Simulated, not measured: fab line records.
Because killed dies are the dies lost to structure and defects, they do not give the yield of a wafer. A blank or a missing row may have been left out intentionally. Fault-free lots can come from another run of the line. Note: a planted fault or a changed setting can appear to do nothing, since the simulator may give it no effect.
fab line records -- flow sky130 -- part 1 of 2: steps 1 to 32 of 45
record: lots: 5, wafers: 15, last-day: 49
route steps=708 shown NWELL@79 PWDE@84 VT_ADJUST_HVTP@85 VT_ADJUST_LVTN@97 VT_ADJUST_NCORE@119
lots that met no fault: taken from a fault-free run of the same line
start-h: start of the lot's first displayed wafer, in hours after the record's first day -- wait-h: time in hours since the lot's previous step -- " repeats the value in the row above -- L1.1+2: several wafers, shown together as one row -- - no value, or no start was given -- * or withheld: withheld -- < > ~ a bound
route shown NAME@n: a module of which the file shows steps, and the number in the route of the first -- usual: mean and standard deviation over wafers with no fault -- same: alike in all rows -- chamber/n: place in a boat -- sites: the reading at each site -- _std_site: how widely they spread, as a standard deviation -- _edge_site: mean of outer sites minus mean of inner sites -- radius-mm: how far each site lies from the wafer's centre -- mask NAME#n: copy n -- behind: tool/chamber where the wafer was last shaped -- hold: the reason the lot was held/the length of the hold in hours/how it ended -- device: names the non-switching transistor (n, p or np) -- end of line: tests of these same wafers at the route's end -- a step with no rows: only its recipe -- killed: the dies lost at the first sort to structure and to defects; this is not the yield of the wafer -- map: a wafer's dies, x killed, . not, _ none there
set.NAME: the setting as run; set.NAME@STEP: as run at that earlier step -- model.NAME: the simulator's own value behind a step, which no gauge read
lots seen at some steps along the route; tables by step, rows by wafer
services: a tool's chamber out of use, with start hour (start-h, from the record's first day; less than 0 if before it), hours out, and reason
== steps ==
step: SKY_NWELL_TW_MEAS_26
usual: NWELL_2_TW: 499/5.4
lot.wafer,tool,chamber,start-h,wait-h,NWELL_2_TW
L076.1,film-metro-04,-,118.28,0.1,495
L076.2,film-metro-04,-,118.28,0.1,494
L076.5,film-metro-04,-,118.28,0.1,495
L077.2,film-metro-04,-,124.25,0.1,495
L077.3,film-metro-04,-,124.25,0.1,498
L077.5,film-metro-04,-,124.25,0.1,495
L082.3,film-metro-03,-,154.10,0.1,499
L082.5,film-metro-03,-,154.10,0.1,506
L082.6,film-metro-03,-,154.10,0.1,503
L087.1,film-metro-01,-,182.33,0.1,491
L087.3,film-metro-01,-,182.33,0.1,493
L087.4,film-metro-01,-,182.33,0.1,494
L090.1,film-metro-03,-,203.59,0.1,503
L090.2,film-metro-03,-,203.59,0.1,503
L090.6,film-metro-03,-,203.59,0.1,504
step: SKY_NWELL_CLEAN_27
recipe: chemistry: SC1/SC2, mix: 1:4:20, temp-c: 70, time-s: 150, dry: n2-spin
lot.wafer,tool,chamber,start-h,wait-h
L076.1+2+5,wet-bench-03,0,118.34,0.1
L077.2+3+5,wet-bench-01,1,124.30,0.0
L082.3+5+6,wet-bench-03,0,154.14,0.0
L087.1+3+4,wet-bench-02,3,182.39,0.1
L090.1+2+6,wet-bench-02,2,203.65,0.1
step: SKY_NWELL_RTA_28
recipe: temp-c: 1050, time-s: 30, idle-temp-c: 650, ramp-up-c-per-s: 150, ramp-down-c-per-s: 90, ambient: N2
usual: lamp-power-pct: 25.31/0.051, wafer_temp_C_max: 1054.8/1.1
lot.wafer,tool,chamber,start-h,wait-h,lamp-power-pct,wafer_temp_C_max
L076.1,rtp-anneal-01,0,118.39,0.0,25.38,1054.2
L076.2,rtp-anneal-01,0,118.39,0.0,25.30,1054.2
L076.5,rtp-anneal-01,0,118.39,0.0,25.37,1054.6
L077.2,rtp-anneal-02,0,124.37,0.0,25.28,1054.2
L077.3,rtp-anneal-02,0,124.37,0.0,25.28,1055.7
L077.5,rtp-anneal-02,0,124.37,0.0,25.23,1055.7
L082.3,rtp-anneal-01,0,154.22,0.0,25.30,1054.9
L082.5,rtp-anneal-01,0,154.22,0.0,25.26,1055.6
L082.6,rtp-anneal-01,0,154.22,0.0,25.27,1054.5
L087.1,rtp-anneal-01,0,182.44,0.0,25.35,1054.5
L087.3,rtp-anneal-01,0,182.44,0.0,25.44,1055.2
L087.4,rtp-anneal-01,0,182.44,0.0,25.29,1054.1
L090.1,rtp-anneal-02,0,203.70,0.0,25.32,1054.4
L090.2,rtp-anneal-02,0,203.70,0.0,25.15,1053.8
L090.6,rtp-anneal-02,0,203.70,0.0,25.26,1053.6
step: SKY_NWELL_RS_MEAS_29
recipe: thk-meas-gauge: four-point-probe
usual: NWELL_RS: 625.3/1.8
lot.wafer,tool,chamber,start-h,wait-h,NWELL_RS[ohm/sq]
L076.1,film-metro-04,-,118.49,0.1,626.4
L076.2,film-metro-04,-,118.49,0.1,627.2
L076.5,film-metro-04,-,118.49,0.1,625.4
L077.2,film-metro-03,-,124.48,0.1,624.7
L077.3,film-metro-03,-,124.48,0.1,625.0
L077.5,film-metro-03,-,124.48,0.1,626.3
L082.3,film-metro-04,-,154.33,0.1,624.2
L082.5,film-metro-04,-,154.33,0.1,624.2
L082.6,film-metro-04,-,154.33,0.1,625.8
L087.1,film-metro-04,-,182.54,0.1,627.0
L087.3,film-metro-04,-,182.54,0.1,624.0
L087.4,film-metro-04,-,182.54,0.1,624.4
L090.1,film-metro-03,-,203.80,0.1,624.6
L090.2,film-metro-03,-,203.80,0.1,623.4
L090.6,film-metro-03,-,203.80,0.1,624.7
step: SKY_NWELL_RS_MEAS_31
recipe: thk-meas-gauge: four-point-probe
usual: PWDE_RS: 5279/15
lot.wafer,tool,chamber,start-h,wait-h,PWDE_RS[ohm/sq]
L076.1,film-metro-04,-,118.73,0.1,5263
L076.2,film-metro-04,-,118.73,0.1,5278
L076.5,film-metro-04,-,118.73,0.1,5281
L077.2,film-metro-03,-,124.72,0.1,5263
L077.3,film-metro-03,-,124.72,0.1,5263
L077.5,film-metro-03,-,124.72,0.1,5264
L082.3,film-metro-04,-,154.57,0.1,5306
L082.5,film-metro-04,-,154.57,0.1,5292
L082.6,film-metro-04,-,154.57,0.1,5288
L087.1,film-metro-04,-,182.78,0.1,5280
L087.3,film-metro-04,-,182.78,0.1,5281
L087.4,film-metro-04,-,182.78,0.1,5262
L090.1,film-metro-03,-,204.04,0.1,5276
L090.2,film-metro-03,-,204.04,0.1,5260
L090.6,film-metro-03,-,204.04,0.1,5266
step: SKY_VT_ADJUST_HVTP_DEHYDRATE_00
recipe: temp-c: 200, time-s: 60
lot.wafer,tool,chamber,start-h,wait-h
L076.1+2+5,litho-track-02,0,127.29,8.5
L077.2+3+5,litho-track-03,0,133.43,8.7
L082.3+5+6,litho-track-01,0,163.44,8.8
L087.1+3+4,litho-track-03,0,193.11,10.3
L090.1+2+6,litho-track-01,0,214.84,10.8
step: SKY_VT_ADJUST_HVTP_HMDS_01
recipe: prime-time-s: 60, prime-temp-c: 120
usual: prime-temp-c: 120.01/0.13
lot.wafer,tool,chamber,start-h,wait-h,prime-temp-c
L076.1,litho-track-02,0,127.44,0.1,119.61
L076.2,litho-track-02,0,127.44,0.1,119.77
L076.5,litho-track-02,0,127.44,0.1,120.02
L077.2,litho-track-03,0,133.58,0.1,120.23
L077.3,litho-track-03,0,133.58,0.1,119.71
L077.5,litho-track-03,0,133.58,0.1,119.82
L082.3,litho-track-01,0,163.59,0.1,120.17
L082.5,litho-track-01,0,163.59,0.1,119.97
L082.6,litho-track-01,0,163.59,0.1,120.15
L087.1,litho-track-03,0,193.26,0.1,120.04
L087.3,litho-track-03,0,193.26,0.1,120.24
L087.4,litho-track-03,0,193.26,0.1,120.04
L090.1,litho-track-01,0,214.99,0.1,120.04
L090.2,litho-track-01,0,214.99,0.1,120.08
L090.6,litho-track-01,0,214.99,0.1,119.80
step: SKY_VT_ADJUST_HVTP_COAT_02
recipe: resist: NOVOLAK, spin-rpm: 3000, resist-thk-nm: 1140
lot.wafer,tool,chamber,start-h,wait-h
L076.1+2+5,litho-track-02,0,127.59,0.1
L077.2+3+5,litho-track-03,0,133.73,0.1
L082.3+5+6,litho-track-01,0,163.74,0.1
L087.1+3+4,litho-track-03,0,193.41,0.1
L090.1+2+6,litho-track-01,0,215.14,0.1
step: SKY_VT_ADJUST_HVTP_SOFTBAKE_03
recipe: temp-c: 90, time-s: 60, resist: NOVOLAK
lot.wafer,tool,chamber,start-h,wait-h
L076.1+2+5,litho-track-02,0,127.74,0.1
L077.2+3+5,litho-track-03,0,133.88,0.1
L082.3+5+6,litho-track-01,0,163.89,0.1
L087.1+3+4,litho-track-03,0,193.56,0.1
L090.1+2+6,litho-track-01,0,215.29,0.1
step: SKY_VT_ADJUST_HVTP_EXPOSE_04
recipe: mask-id: HVTPM, na: 0.6, source-shape: conventional, sigma-outer: 0.6, polarization: unpolarized, target-cd-nm: 380, dose-mj: 140
lot.wafer,tool,chamber,start-h,wait-h,mask
L076.1+2+5,iline-stepper-02,0,-,-,HVTPM#0
L077.2+3+5,iline-stepper-02,0,-,-,HVTPM#0
L082.3+5+6,iline-stepper-02,0,-,-,HVTPM#0
L087.1+3+4,iline-stepper-01,0,-,-,HVTPM#0
L090.1+2+6,iline-stepper-01,0,-,-,HVTPM#0
step: SKY_VT_ADJUST_HVTP_PEB_05
recipe: temp-c: withheld, time-s: *, resist: NOVOLAK
lot.wafer,tool,chamber,start-h,wait-h
L076.1+2+5,litho-track-03,0,-,-
L077.2+3+5,litho-track-02,0,-,-
L082.3+5+6,litho-track-01,0,-,-
L087.1+3+4,litho-track-03,0,-,-
L090.1+2+6,litho-track-02,0,-,-
step: SKY_VT_ADJUST_HVTP_DEVELOP_06
recipe: resist: NOVOLAK, developer: TMAH, develop-time-s: 60, dev-temp-c: 23
usual: developer-temp-C: 23.00/0.12
lot.wafer,tool,chamber,start-h,wait-h,developer-temp-C
L076.1,litho-track-03,0,136.71,0.1,23.11
L076.2,litho-track-03,0,136.71,0.1,22.95
L076.5,litho-track-03,0,136.71,0.1,23.09
L077.2,litho-track-02,0,142.91,0.1,22.81
L077.3,litho-track-02,0,142.91,0.1,22.88
L077.5,litho-track-02,0,142.91,0.1,22.68
L082.3,litho-track-01,0,173.79,0.1,23.09
L082.5,litho-track-01,0,173.79,0.1,23.22
L082.6,litho-track-01,0,173.79,0.1,23.21
L087.1,litho-track-03,0,203.46,0.1,23.07
L087.3,litho-track-03,0,203.46,0.1,23.05
L087.4,litho-track-03,0,203.46,0.1,23.05
L090.1,litho-track-02,0,225.39,0.1,22.96
L090.2,litho-track-02,0,225.39,0.1,23.09
L090.6,litho-track-02,0,225.39,0.1,23.06
step: SKY_VT_ADJUST_HVTP_CD_MEAS_07
recipe: target-cd-nm: 380
usual: cd-nm: 380.9/2.8
lot.wafer,tool,chamber,start-h,wait-h,cd-nm
L076.1,cd-sem-02,-,136.86,0.1,381.8
L076.2,cd-sem-02,-,136.86,0.1,381.3
L076.5,cd-sem-02,-,136.86,0.1,381.1
L077.2,cd-sem-02,-,143.06,0.1,384.0
L077.3,cd-sem-02,-,143.06,0.1,384.8
L077.5,cd-sem-02,-,143.06,0.1,384.4
L082.3,cd-sem-01,-,173.93,0.1,384.7
L082.5,cd-sem-01,-,173.93,0.1,384.1
L082.6,cd-sem-01,-,173.93,0.1,382.8
L087.1,cd-sem-01,-,203.61,0.1,378.9
L087.3,cd-sem-01,-,203.61,0.1,383.2
L087.4,cd-sem-01,-,203.61,0.1,378.5
L090.1,cd-sem-01,-,225.54,0.1,383.0
L090.2,cd-sem-01,-,225.54,0.1,379.3
L090.6,cd-sem-01,-,225.54,0.1,381.9
step: SKY_VT_ADJUST_HVTP_OVL_MEAS_08
usual: VT_ADJUST_HVTP_OVL: 0.0/1.1
lot.wafer,tool,chamber,start-h,wait-h,VT_ADJUST_HVTP_OVL[nm]
L076.1,overlay-02,-,136.98,0.1,0.8
L076.2,overlay-02,-,136.98,0.1,-0.5
L076.5,overlay-02,-,136.98,0.1,-1.5
L077.2,overlay-02,-,143.16,0.1,1.8
L077.3,overlay-02,-,143.16,0.1,-0.2
L077.5,overlay-02,-,143.16,0.1,1.3
L082.3,overlay-01,-,174.02,0.1,1.1
L082.5,overlay-01,-,174.02,0.1,1.3
L082.6,overlay-01,-,174.02,0.1,0.4
L087.1,overlay-01,-,203.73,0.1,0.3
L087.3,overlay-01,-,203.73,0.1,0.3
L087.4,overlay-01,-,203.73,0.1,-0.1
L090.1,overlay-02,-,225.66,0.1,-3.7
L090.2,overlay-02,-,225.66,0.1,0.4
L090.6,overlay-02,-,225.66,0.1,-1.0
step: SKY_VT_ADJUST_HVTP_IMPLANT_09
recipe: species: As, energy-kev: 150, dose-cm2: 4.3e+12, tilt-deg: withheld
lot.wafer,tool,chamber,start-h,wait-h
L076.1+2+5,implanter-03,0,137.01,0.0
L077.2+3+5,implanter-02,0,143.22,0.0
L082.3+5+6,implanter-01,0,174.10,0.1
L087.1+3+4,implanter-02,0,203.76,0.0
L090.1+2+6,implanter-01,0,225.69,0.0
step: SKY_VT_ADJUST_HVTP_STRIP_10
recipe: chemistry: O2/N2, power-w: 1400, pressure-mtorr: 1500, platen-temp-c: withheld, o2-flow-sccm: 3000, n2-flow-sccm: 300, overash-fraction: 0.5
usual: drypump-motor-current-A: 5.3/0.48, oes-product-au: 0.716/0.0047, strip-time-to-endpoint-s: 14.17/0.038
lot.wafer,tool,chamber,start-h,wait-h,drypump-motor-current-A,oes-product-au,rf-hours-counter-h,strip-time-to-endpoint-s
L076.1,plasma-asher-04,0,137.16,0.1,5.4,0.718,46,14.20
L076.2,plasma-asher-04,1,137.16,0.1,5.3,0.707,46,14.18
L076.5,plasma-asher-04,0,137.16,0.1,5.5,0.713,-,14.19
L077.2,plasma-asher-04,0,143.34,0.1,5.4,0.716,47,14.09
L077.3,plasma-asher-04,0,143.34,0.1,5.4,0.716,-,14.09
L077.5,plasma-asher-04,1,143.34,0.1,5.3,0.722,-,14.16
L082.3,plasma-asher-03,1,174.23,0.1,4.9,0.716,-,14.17
L082.5,plasma-asher-03,1,174.23,0.1,5.0,0.716,-,14.16
L082.6,plasma-asher-03,0,174.23,0.1,6.1,0.715,-,14.17
L087.1,plasma-asher-03,0,203.91,0.1,6.1,0.714,9,14.17
L087.3,plasma-asher-03,0,203.91,0.1,6.1,0.719,-,14.17
L087.4,plasma-asher-03,1,203.91,0.1,5.0,0.707,-,14.17
L090.1,plasma-asher-04,0,225.86,0.1,5.5,0.718,56,14.17
L090.2,plasma-asher-04,1,225.86,0.1,5.3,0.723,56,14.21
L090.6,plasma-asher-04,1,225.86,0.1,5.3,0.716,-,14.15
step: SKY_VT_ADJUST_HVTP_TW_MEAS_11
usual: VT_ADJUST_HVTP_TW: 1368/12
lot.wafer,tool,chamber,start-h,wait-h,VT_ADJUST_HVTP_TW
L076.1,film-metro-03,-,137.26,0.1,1374
L076.2,film-metro-03,-,137.26,0.1,1376
L076.5,film-metro-03,-,137.26,0.1,1376
L077.2,film-metro-04,-,143.45,0.1,1353
L077.3,film-metro-04,-,143.45,0.1,1345
L077.5,film-metro-04,-,143.45,0.1,1346
L082.3,film-metro-02,-,174.32,0.1,1355
L082.5,film-metro-02,-,174.32,0.1,1352
L082.6,film-metro-02,-,174.32,0.1,1354
L087.1,film-metro-02,-,204.01,0.1,1364
L087.3,film-metro-02,-,204.01,0.1,1367
L087.4,film-metro-02,-,204.01,0.1,1371
L090.1,film-metro-03,-,225.96,0.1,1381
L090.2,film-metro-03,-,225.96,0.1,1376
L090.6,film-metro-03,-,225.96,0.1,1384
step: SKY_VT_ADJUST_LVTN_DEHYDRATE_00
recipe: temp-c: 200, time-s: 60
lot.wafer,tool,chamber,start-h,wait-h
L076.1+2+5,litho-track-02,0,145.89,8.6
L077.2+3+5,litho-track-03,0,152.93,9.5
L082.3+5+6,litho-track-04,0,183.78,9.5
L087.1+3+4,litho-track-04,0,214.58,10.6
L090.1+2+6,litho-track-02,0,236.24,10.3
step: SKY_VT_ADJUST_LVTN_HMDS_01
recipe: prime-time-s: 60, prime-temp-c: 120
usual: prime-temp-c: 120.00/0.14
lot.wafer,tool,chamber,start-h,wait-h,prime-temp-c
L076.1,litho-track-02,0,146.04,0.1,119.97
L076.2,litho-track-02,0,146.04,0.1,120.01
L076.5,litho-track-02,0,146.04,0.1,120.11
L077.2,litho-track-03,0,153.08,0.1,119.86
L077.3,litho-track-03,0,153.08,0.1,119.92
L077.5,litho-track-03,0,153.08,0.1,120.06
L082.3,litho-track-04,0,183.93,0.1,120.20
L082.5,litho-track-04,0,183.93,0.1,119.85
L082.6,litho-track-04,0,183.93,0.1,120.17
L087.1,litho-track-04,0,214.73,0.1,120.21
L087.3,litho-track-04,0,214.73,0.1,119.98
L087.4,litho-track-04,0,214.73,0.1,120.00
L090.1,litho-track-02,0,236.39,0.1,119.89
L090.2,litho-track-02,0,236.39,0.1,120.16
L090.6,litho-track-02,0,236.39,0.1,120.02
step: SKY_VT_ADJUST_LVTN_COAT_02
recipe: spin-rpm: 2000, resist-thk-nm: 3000
lot.wafer,tool,chamber,start-h,wait-h
L076.1+2+5,litho-track-02,0,146.19,0.1
L077.2+3+5,litho-track-03,0,153.23,0.1
L082.3+5+6,litho-track-04,0,184.08,0.1
L087.1+3+4,litho-track-04,0,214.88,0.1
L090.1+2+6,litho-track-02,0,236.54,0.1
step: SKY_VT_ADJUST_LVTN_SOFTBAKE_03
recipe: temp-c: 110, time-s: withheld
lot.wafer,tool,chamber,start-h,wait-h
L076.1+2+5,litho-track-02,0,146.34,0.1
L077.2+3+5,litho-track-03,0,153.39,0.1
L082.3+5+6,litho-track-04,0,184.25,0.1
L087.1+3+4,litho-track-04,0,215.03,0.1
L090.1+2+6,litho-track-02,0,236.69,0.1
step: SKY_VT_ADJUST_LVTN_EXPOSE_04
recipe: mask-id: NWM_COMPLEMENT_LESS_NATIVE, na: 0.6, source-shape: conventional, sigma-outer: 0.6, polarization: unpolarized, target-cd-nm: 840, dose-mj: 194
lot.wafer,tool,chamber,start-h,wait-h,mask
L076.1+2+5,iline-stepper-02,0,-,-,NWM_COMPLEMENT_LESS_NATIVE#0
L077.2+3+5,iline-stepper-02,0,-,-,NWM_COMPLEMENT_LESS_NATIVE#0
L082.3+5+6,iline-stepper-01,0,-,-,NWM_COMPLEMENT_LESS_NATIVE#0
L087.1+3+4,iline-stepper-02,0,-,-,NWM_COMPLEMENT_LESS_NATIVE#0
L090.1+2+6,iline-stepper-01,0,-,-,NWM_COMPLEMENT_LESS_NATIVE#0
step: SKY_VT_ADJUST_LVTN_PEB_05
recipe: temp-c: 115, time-s: withheld
lot.wafer,tool,chamber,start-h,wait-h
L076.1+2+5,litho-track-04,0,-,-
L077.2+3+5,litho-track-02,0,-,-
L082.3+5+6,litho-track-02,0,-,-
L087.1+3+4,litho-track-04,0,-,-
L090.1+2+6,litho-track-04,0,-,-
step: SKY_VT_ADJUST_LVTN_DEVELOP_06
recipe: wall-angle-deg: 90, developer: TMAH, develop-time-s: 60, dev-temp-c: 23
usual: developer-temp-C: 22.99/0.11
lot.wafer,tool,chamber,start-h,wait-h,developer-temp-C
L076.1,litho-track-04,0,-,-,23.02
L076.2,litho-track-04,0,-,-,22.93
L076.5,litho-track-04,0,-,-,22.85
L077.2,litho-track-02,0,-,-,22.97
L077.3,litho-track-02,0,-,-,22.89
L077.5,litho-track-02,0,-,-,23.08
L082.3,litho-track-02,0,-,-,23.07
L082.5,litho-track-02,0,-,-,23.03
L082.6,litho-track-02,0,-,-,23.09
L087.1,litho-track-04,0,-,-,23.14
L087.3,litho-track-04,0,-,-,23.21
L087.4,litho-track-04,0,-,-,23.18
L090.1,litho-track-04,0,-,-,22.87
L090.2,litho-track-04,0,-,-,22.96
L090.6,litho-track-04,0,-,-,23.03
step: SKY_VT_ADJUST_LVTN_OVL_MEAS_07
usual: VT_ADJUST_LVTN_OVL: 0.5/1.8
lot.wafer,tool,chamber,start-h,wait-h,VT_ADJUST_LVTN_OVL[nm]
L076.1,overlay-02,-,156.13,-,2.2
L076.2,overlay-02,-,156.13,-,3.4
L076.5,overlay-02,-,156.13,-,2.5
L077.2,overlay-02,-,163.34,-,1.7
L077.3,overlay-02,-,163.34,-,0.7
L077.5,overlay-02,-,163.34,-,0.2
L082.3,overlay-02,-,195.00,-,-2.3
L082.5,overlay-02,-,195.00,-,-2.5
L082.6,overlay-02,-,195.00,-,-2.7
L087.1,overlay-01,-,225.58,-,-0.5
L087.3,overlay-01,-,225.58,-,2.2
L087.4,overlay-01,-,225.58,-,0.0
L090.1,overlay-02,-,248.13,-,0.0
L090.2,overlay-02,-,248.13,-,-1.7
L090.6,overlay-02,-,248.13,-,-0.7
step: SKY_VT_ADJUST_LVTN_IMPLANT_08
recipe: species: B, energy-kev: 30, dose-cm2: 1.57e+12, tilt-deg: withheld
lot.wafer,tool,chamber,start-h,wait-h
L076.1+2+5,implanter-02,0,156.17,0.0
L077.2+3+5,implanter-03,0,163.40,0.0
L082.3+5+6,implanter-02,0,195.07,0.1
L087.1+3+4,implanter-03,0,225.61,0.0
L090.1+2+6,implanter-03,0,248.16,0.0
step: SKY_VT_ADJUST_LVTN_STRIP_09
recipe: chemistry: O2/N2, power-w: 1400, pressure-mtorr: 1500, platen-temp-c: withheld, o2-flow-sccm: 3000, n2-flow-sccm: 300, overash-fraction: 0.5
usual: drypump-motor-current-A: 5.4/0.3, oes-product-au: 0.722/0.0045, strip-time-to-endpoint-s: 36.95/0.1
lot.wafer,tool,chamber,start-h,wait-h,drypump-motor-current-A,oes-product-au,rf-hours-counter-h,strip-time-to-endpoint-s
L076.1,plasma-asher-02,0,156.32,0.1,4.9,0.719,33,37.12
L076.2,plasma-asher-02,1,156.32,0.1,4.9,0.727,33,37.20
L076.5,plasma-asher-02,0,156.32,0.1,4.8,0.719,-,37.17
L077.2,plasma-asher-01,0,163.52,0.1,5.9,0.717,51,36.89
L077.3,plasma-asher-01,0,163.52,0.1,5.9,0.732,-,36.91
L077.5,plasma-asher-01,1,163.52,0.1,5.7,0.714,-,36.76
L082.3,plasma-asher-01,1,195.21,0.1,5.7,0.723,-,36.89
L082.5,plasma-asher-01,1,195.21,0.1,5.7,0.729,-,36.96
L082.6,plasma-asher-01,0,195.21,0.1,5.9,0.725,-,36.89
L087.1,plasma-asher-04,0,225.76,0.1,5.4,0.721,56,36.76
L087.3,plasma-asher-04,0,225.76,0.1,5.5,0.718,-,36.91
L087.4,plasma-asher-04,1,225.76,0.1,5.3,0.709,-,36.80
L090.1,plasma-asher-01,0,248.31,0.1,5.9,0.718,59,36.91
L090.2,plasma-asher-01,1,248.31,0.1,5.7,0.718,59,36.92
L090.6,plasma-asher-01,1,248.31,0.1,5.7,0.726,-,37.06
step: SKY_VT_ADJUST_LVTN_TW_MEAS_10
usual: VT_ADJUST_LVTN_TW: 242.5/2.6
lot.wafer,tool,chamber,start-h,wait-h,VT_ADJUST_LVTN_TW
L076.1,film-metro-02,-,156.42,0.1,243.2
L076.2,film-metro-02,-,156.42,0.1,242.8
L076.5,film-metro-02,-,156.42,0.1,244.7
L077.2,film-metro-01,-,163.63,0.1,239.6
L077.3,film-metro-01,-,163.63,0.1,240.0
L077.5,film-metro-01,-,163.63,0.1,240.2
L082.3,film-metro-03,-,195.29,0.1,244.1
L082.5,film-metro-03,-,195.29,0.1,244.0
L082.6,film-metro-03,-,195.29,0.1,244.6
L087.1,film-metro-01,-,225.86,0.1,240.2
L087.3,film-metro-01,-,225.86,0.1,240.3
L087.4,film-metro-01,-,225.86,0.1,240.0
L090.1,film-metro-01,-,248.41,0.1,239.4
L090.2,film-metro-01,-,248.41,0.1,238.8
L090.6,film-metro-01,-,248.41,0.1,240.1
step: SKY_VT_ADJUST_LVTN_DEHYDRATE_11
recipe: temp-c: 200, time-s: 60
lot.wafer,tool,chamber,start-h,wait-h
L076.1+2+5,litho-track-04,0,165.48,9.1
L077.2+3+5,litho-track-03,0,172.68,9.0
L082.3+5+6,litho-track-02,0,205.19,9.9
L087.1+3+4,litho-track-04,0,236.18,10.3
L090.1+2+6,litho-track-04,0,259.68,11.3
step: SKY_VT_ADJUST_LVTN_HMDS_12
recipe: prime-time-s: 60, prime-temp-c: 120
usual: prime-temp-c: 120.01/0.13
lot.wafer,tool,chamber,start-h,wait-h,prime-temp-c
L076.1,litho-track-04,0,165.63,0.1,120.15
L076.2,litho-track-04,0,165.63,0.1,119.91
L076.5,litho-track-04,0,165.63,0.1,120.12
L077.2,litho-track-03,0,172.83,0.1,120.25
L077.3,litho-track-03,0,172.83,0.1,120.23
L077.5,litho-track-03,0,172.83,0.1,120.29
L082.3,litho-track-02,0,205.34,0.1,120.06
L082.5,litho-track-02,0,205.34,0.1,119.88
L082.6,litho-track-02,0,205.34,0.1,119.96
L087.1,litho-track-04,0,236.33,0.1,119.77
L087.3,litho-track-04,0,236.33,0.1,120.03
L087.4,litho-track-04,0,236.33,0.1,119.83
L090.1,litho-track-04,0,259.83,0.1,120.04
L090.2,litho-track-04,0,259.83,0.1,120.13
L090.6,litho-track-04,0,259.83,0.1,120.17
step: SKY_VT_ADJUST_LVTN_COAT_13
recipe: resist: NOVOLAK, spin-rpm: 3000, resist-thk-nm: 1140
lot.wafer,tool,chamber,start-h,wait-h
L076.1+2+5,litho-track-04,0,165.78,0.1
L077.2+3+5,litho-track-03,0,172.98,0.1
L082.3+5+6,litho-track-02,0,205.49,0.1
L087.1+3+4,litho-track-04,0,236.48,0.1
L090.1+2+6,litho-track-04,0,259.98,0.1
step: SKY_VT_ADJUST_LVTN_SOFTBAKE_14
recipe: temp-c: 90, time-s: 60, resist: NOVOLAK
lot.wafer,tool,chamber,start-h,wait-h
L076.1+2+5,litho-track-04,0,165.93,0.1
L077.2+3+5,litho-track-03,0,173.13,0.1
L082.3+5+6,litho-track-02,0,205.64,0.1
L087.1+3+4,litho-track-04,0,236.63,0.1
L090.1+2+6,litho-track-04,0,260.13,0.1
